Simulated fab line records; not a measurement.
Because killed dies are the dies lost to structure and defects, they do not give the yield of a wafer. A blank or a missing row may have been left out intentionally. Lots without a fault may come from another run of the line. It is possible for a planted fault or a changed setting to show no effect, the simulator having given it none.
Problem report in the 8D (eight disciplines) form, filled by code | flow gf180mcu | the parts of the form that need people (team, actions taken, sign-off) are left out

== 1. WHAT IS WRONG ==
At GF_M2_SPUTTER_00, chamber pressure pa averages 1.425 Pa over 6 wafers from 2 lots, while fault-free wafers read 2.001 Pa, standard deviation 0.004. That is -99 or more standard deviations from the usual mean.
The step: material Ti, target thk 37.5 nm, time 150 s.
Seen first at day 23 18:06 on pvd sputter-02, wafer L852.1. The record holds 39 wafers of 13 lots with a number at this step. By rule, "out" or "out of limits" means more than 4 standard deviations away from the usual mean. All remaining wafers that have a number are taken as sound.

== 2. WHAT IT IS, WHAT IT ISN'T ==
question                    | is                     | is not
which readings at this step | chamber pressure pa    | cathode dc power W
which lots                  | L852, L853             | L837, L839, L840, L841, L843, L844, L847, L848, L849, L851, L860
which wafers of those lots  | all that have a number | -
read on which tools         | pvd sputter-02         | pvd sputter-01, pvd sputter-03
when                        | from day 23 18:06      | up to then (30 sound wafers); but 3 sound wafers of L860 came after

== 3. WHAT RULES OUT EACH SUSPECT ==
Counting: a tool stays on the suspect list if, at a process step up to the reading, it processed all lots that are out and no sound lot following the first of them.
- pvd sputter-04 at GF_V1_SPUTTER_22 (material TiN, target thk 10 nm, time 40 s): kept. It processed each lot that is out, first L852 at day 23 17:28, and no sound lot thereafter; up to then, the last sound lot it processed was L849 at day 22 15:29.
- pvd sputter-02 at GF_M2_SPUTTER_00 (material Ti, target thk 37.5 nm, time 150 s): kept. It processed each lot that is out, first L852 at day 23 18:06, and no sound lot thereafter; up to then, the last sound lot it processed was L848 at day 22 13:21. Its own chamber pressure pa readings are out on those wafers.
After counting, pvd sputter-04 at GF_V1_SPUTTER_22 and pvd sputter-02 at GF_M2_SPUTTER_00 remain.

== 4. THE CAUSE (what the simulator had put in) ==
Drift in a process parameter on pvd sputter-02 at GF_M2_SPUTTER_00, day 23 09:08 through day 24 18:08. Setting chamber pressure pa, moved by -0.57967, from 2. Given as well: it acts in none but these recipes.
Counting left 2 suspects, and this tool is among them.

== 5. THE CHAIN OF EFFECTS, in route order ==
Rows list readings where the struck wafers' mean (over those with a number) sits beyond 3 standard deviations from the usual. Scope: only readings with a usual standard deviation given in the record; hours: median across lots of the time from each lot's start at the first step in this table that gives one to its start at this step; sigmas: change in usual standard deviations.
hours | step             | reading             | usual    | on struck wafers | change | sigmas
0     | GF_M2_SPUTTER_00 | chamber pressure pa | 2.001 Pa | 1.425            | -0.576 | -99 or more
0     | GF_M2_SPUTTER_00 | throttle valve pct  | 30.2 %   | 34.6             | +4.4   | +4.0
Process steps it contains:
- GF_M2_SPUTTER_00: material Ti, target thk 37.5 nm, time 150 s.
Later measuring or inspecting steps at which every struck wafer that the step has a row for has a number for every such reading, and none has moved that far: GF_M2_RS_MEAS_05.

== 6. WHAT WOULD HAVE CAUGHT IT SOONER ==
In this record the first reading out of limits was taken at day 23 18:06, 9 hours after the fault began at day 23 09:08.
